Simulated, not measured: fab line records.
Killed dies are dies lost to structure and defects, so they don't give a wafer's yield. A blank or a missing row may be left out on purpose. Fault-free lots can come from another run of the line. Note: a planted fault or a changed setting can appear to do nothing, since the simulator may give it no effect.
Which tool is to blame? + flow gf180mcu + 13 lots with 39 wafers sampled at 4 steps, on a route of 602 steps

WHAT THE GAUGES SHOWED, per wafer
No reading from a measuring or inspecting step in the record can be judged against a usual standard deviation.

WHAT TOOL EACH LOT RAN ON (gives the tool, then ch and the chambers of the sampled wafers, and finally the start)
| lot  | GF_HV_LDD_CVD_56            | GF_V2_ETCH_16                      | GF_V3_CMP_04                  | GF_V4_SPUTTER_22             |
|------|-----------------------------|------------------------------------|-------------------------------|------------------------------|
| L854 | lpcvd-01 ch 1, day 12 10:21 | rie-diel-04 ch 1,2,3, day 20 05:40 | cmp-01 ch 0,1,3, day 21 08:18 | pvd-sputter-04, day 24 09:22 |
| L855 | lpcvd-02 ch 1, day 12 21:57 | rie-diel-01 ch 0,3, day 20 16:24   | cmp-01 ch 0,2,3, day 21 19:44 | pvd-sputter-03, day 24 19:35 |
| L856 | lpcvd-02 ch 0, day 13 00:28 | rie-diel-03 ch 0,2,3, day 20 23:49 | cmp-02 ch 0,1,3, day 22 02:54 | pvd-sputter-04, day 25 02:26 |
| L857 | lpcvd-01 ch 0, day 13 08:11 | rie-diel-01 ch 1,3, day 21 09:27   | cmp-02 ch 0,3, day 22 11:44   | pvd-sputter-03, day 25 10:34 |
| L858 | lpcvd-02 ch 1, day 13 17:04 | rie-diel-01 ch 1,2,3, day 21 15:43 | cmp-02 ch 0,1,3, day 22 17:51 | pvd-sputter-03, day 25 16:11 |
| L859 | lpcvd-02 ch 1, day 13 19:56 | rie-diel-04 ch 1,2,3, day 21 18:52 | cmp-02 ch 0,1,2, day 22 20:59 | pvd-sputter-03, day 25 17:35 |
| L861 | lpcvd-01 ch 0, day 14 13:41 | rie-diel-04 ch 0,1,3, day 22 14:49 | cmp-02 ch 1,2,3, day 23 16:35 | pvd-sputter-03, day 26 13:29 |
| L863 | lpcvd-01 ch 1, day 15 09:08 | rie-diel-04 ch 0,1, day 23 16:00   | cmp-01 ch 1,2,3, day 24 16:23 | pvd-sputter-01, day 27 10:47 |
| L865 | lpcvd-01 ch 0, day 16 01:02 | rie-diel-04 ch 1,2,3, day 24 06:27 | cmp-01 ch 0,3, day 25 06:27   | pvd-sputter-01, day 28 01:05 |
| L866 | lpcvd-01 ch 1, day 16 13:38 | rie-diel-03 ch 1,2,3, day 24 17:37 | cmp-02 ch 1,2,3, day 25 17:13 | pvd-sputter-04, day 28 11:28 |
| L867 | lpcvd-01 ch 0, day 16 18:54 | rie-diel-04 ch 0,1,2, day 25 00:28 | cmp-02 ch 0,1,3, day 25 23:43 | pvd-sputter-03, day 28 16:47 |
| L873 | lpcvd-02 ch 0, day 18 17:44 | rie-diel-01 ch 1,2,3, day 26 16:54 | cmp-01 ch 1,2, day 27 15:47   | pvd-sputter-04, day 30 05:58 |
| L874 | lpcvd-02 ch 1, day 19 07:18 | rie-diel-01 ch 0,1,2, day 27 04:40 | cmp-01 ch 1,3, day 28 03:56   | pvd-sputter-03, day 30 16:58 |
- GF_HV_LDD_CVD_56: deposits Si3N4 from DCS/NH3, target thk 90 nm, time 1543 s.
- GF_V2_ETCH_16: etches BARC in N2/H2.
- GF_V3_CMP_04: polishes SiO2.
- GF_V4_SPUTTER_22: material TiN, target thk 10 nm, time 40 s.

WHAT THE TOOLS THEMSELVES READ (means of the sampled wafers that have a number; where no wafer has one, the mark that the record gives instead)
GF_HV_LDD_CVD_56. Usual: spike-tc-centre-C 770.5 C, standard deviation 1.3; spike-tc-upper-C 769.8 C, standard deviation 1.3; zone-power-centre-pct 13.0 %, standard deviation 1.6; zone-power-top-pct 23.8 %, standard deviation 1.6; zone-power-upper-pct 12.8 %, standard deviation 0.84.
| lot  | tool     | spike-tc-centre-C (C) | spike-tc-upper-C (C) | zone-power-centre-pct (%) | zone-power-top-pct (%) | zone-power-upper-pct (%) | flag |
|------|----------|-----------------------|----------------------|---------------------------|------------------------|--------------------------|------|
| L854 | lpcvd-01 | 768.8                 | 770.1                | 11.0                      | 22.9                   | 12.2                     |      |
| L855 | lpcvd-02 | 771.6                 | 770.3                | 12.3                      | 21.4                   | 12.7                     |      |
| L856 | lpcvd-02 | 772.0                 | 768.8                | 15.5                      | 25.5                   | 11.7                     |      |
| L857 | lpcvd-01 | 771.1                 | 769.7                | 14.1                      | 25.5                   | 13.9                     |      |
| L858 | lpcvd-02 | 771.3                 | 769.7                | 12.3                      | 21.4                   | 12.7                     |      |
| L859 | lpcvd-02 | 771.1                 | 771.0                | 12.3                      | 21.5                   | 12.7                     |      |
| L861 | lpcvd-01 | 771.3                 | 769.1                | 13.9                      | 25.4                   | 13.8                     |      |
| L863 | lpcvd-01 | 768.9                 | 770.0                | 11.2                      | 22.8                   | 12.1                     |      |
| L865 | lpcvd-01 | 770.8                 | 769.4                | 13.9                      | 25.3                   | 13.9                     |      |
| L866 | lpcvd-01 | 770.1                 | 771.0                | 11.0                      | 22.9                   | 12.4                     |      |
| L867 | lpcvd-01 | 771.2                 | 769.1                | 13.9                      | 25.2                   | 13.8                     |      |
| L873 | lpcvd-02 | 776.1                 | 728.9                | 21.2                      | 32.1                   | 1.7                      | OFF  |
| L874 | lpcvd-02 | 774.3                 | 730.9                | 16.9                      | 26.8                   | 1.8                      | OFF  |

GF_V2_ETCH_16. Usual: drypump-motor-current-A 5.7 A, standard deviation 0.54; oes-product-au 0.854 a.u., standard deviation 0.0047; rf-fwd-power-W 495.7 W, standard deviation 2.2; throttle-valve-pct 13.225 %, standard deviation 0.0082.
| lot  | tool        | drypump-motor-current-A (A) | oes-product-au (a.u.) | rf-fwd-power-W (W) | throttle-valve-pct (%) | flag |
|------|-------------|-----------------------------|-----------------------|--------------------|------------------------|------|
| L854 | rie-diel-04 | 5.8                         | 0.857                 | 496.8              | 13.219                 |      |
| L855 | rie-diel-01 | 6.1                         | 0.849                 | 495.0              | 13.219                 |      |
| L856 | rie-diel-03 | 5.4                         | 0.856                 | 495.8              | 13.228                 |      |
| L857 | rie-diel-01 | 5.8                         | 0.853                 | 492.5              | 13.224                 |      |
| L858 | rie-diel-01 | 5.8                         | 0.852                 | 494.5              | 13.227                 |      |
| L859 | rie-diel-04 | 5.8                         | 0.847                 | 496.5              | 13.222                 |      |
| L861 | rie-diel-04 | 5.7                         | 0.853                 | 496.9              | 13.228                 |      |
| L863 | rie-diel-04 | 5.7                         | 0.855                 | 496.4              | 13.226                 |      |
| L865 | rie-diel-04 | 5.8                         | 0.853                 | 495.4              | 13.218                 |      |
| L866 | rie-diel-03 | 5.6                         | 0.856                 | 495.7              | 13.223                 |      |
| L867 | rie-diel-04 | 5.9                         | 0.851                 | 495.9              | 13.222                 |      |
| L873 | rie-diel-01 | 5.8                         | 0.858                 | 495.1              | 13.232                 |      |
| L874 | rie-diel-01 | 5.4                         | 0.852                 | 496.4              | 13.226                 |      |

GF_V3_CMP_04. Usual: motor-current-A 12.2 A, standard deviation 1.1; time-to-endpoint-s 81 s, standard deviation 5.5.
| lot  | tool   | motor-current-A (A) | time-to-endpoint-s (s) | flag |
|------|--------|---------------------|------------------------|------|
| L854 | cmp-01 | 12.0                | 81                     |      |
| L855 | cmp-01 | 12.4                | 81                     |      |
| L856 | cmp-02 | 12.2                | 73                     |      |
| L857 | cmp-02 | 12.7                | 76                     |      |
| L858 | cmp-02 | 12.0                | 77                     |      |
| L859 | cmp-02 | 11.3                | 84                     |      |
| L861 | cmp-02 | 12.2                | 76                     |      |
| L863 | cmp-01 | 12.4                | 83                     |      |
| L865 | cmp-01 | 11.9                | 86                     |      |
| L866 | cmp-02 | 12.2                | 83                     |      |
| L867 | cmp-02 | 12.2                | 75                     |      |
| L873 | cmp-01 | 13.5                | 78                     |      |
| L874 | cmp-01 | 12.1                | 88                     |      |

GF_V4_SPUTTER_22. Usual: throttle-valve-pct at 29.8 %, with a standard deviation of 1.1.
| lot  | tool           | throttle-valve-pct (%) | flag |
|------|----------------|------------------------|------|
| L854 | pvd-sputter-04 | 29.4                   |      |
| L855 | pvd-sputter-03 | 30.7                   |      |
| L856 | pvd-sputter-04 | 29.2                   |      |
| L857 | pvd-sputter-03 | 30.8                   |      |
| L858 | pvd-sputter-03 | 30.8                   |      |
| L859 | pvd-sputter-03 | 30.5                   |      |
| L861 | pvd-sputter-03 | 30.8                   |      |
| L863 | pvd-sputter-01 | 30.5                   |      |
| L865 | pvd-sputter-01 | 29.8                   |      |
| L866 | pvd-sputter-04 | 29.2                   |      |
| L867 | pvd-sputter-03 | 29.6                   |      |
| L873 | pvd-sputter-04 | 29.5                   |      |
| L874 | pvd-sputter-03 | 30.5                   |      |

THE ANSWER, worked out from the rows above alone
Rule: a lot counts as off when the mean over its wafers that have a number is more than 3 standard deviations away from the usual mean. A lot without any number at a reading at which 4 lots or more have one is off too. Any other lot the step has rows for is counted as sound. The gauges are gone through in route order, then the tools' own readings, and for those a lot's mean is taken as printed above. At the first step where some lot is off, the reading lying furthest off is the one used; lots without a number count as furthest.
Off: L873, L874 (GF_HV_LDD_CVD_56, spike-tc-upper-C).
If a tool, at that step or one of the process steps before it, ran each lot that is off and ran no sound lot following the first of them, it fits. One fits: lpcvd-02 at GF_HV_LDD_CVD_56. A fault onset in the window from L859 (day 13 19:56, its last sound lot) to L873 (day 18 17:44, its first lot off) fits.
The tool's own readings at GF_HV_LDD_CVD_56 bear it out: on the lots that are off they differ by more than 5 times the standard deviation of the sound lots' means. spike-tc-upper-C reads 729.9 C there against 769.8 C on the sound lots; zone-power-upper-pct reads 1.8 % there against 12.9 % on the sound lots.

WHAT WAS PUT IN BY THE SIMULATOR
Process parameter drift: lpcvd-02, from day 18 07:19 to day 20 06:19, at GF_HV_LDD_CVD_56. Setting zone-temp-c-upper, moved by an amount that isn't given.
Struck lots among those shown: L873, L874. Same finding as the rule above.
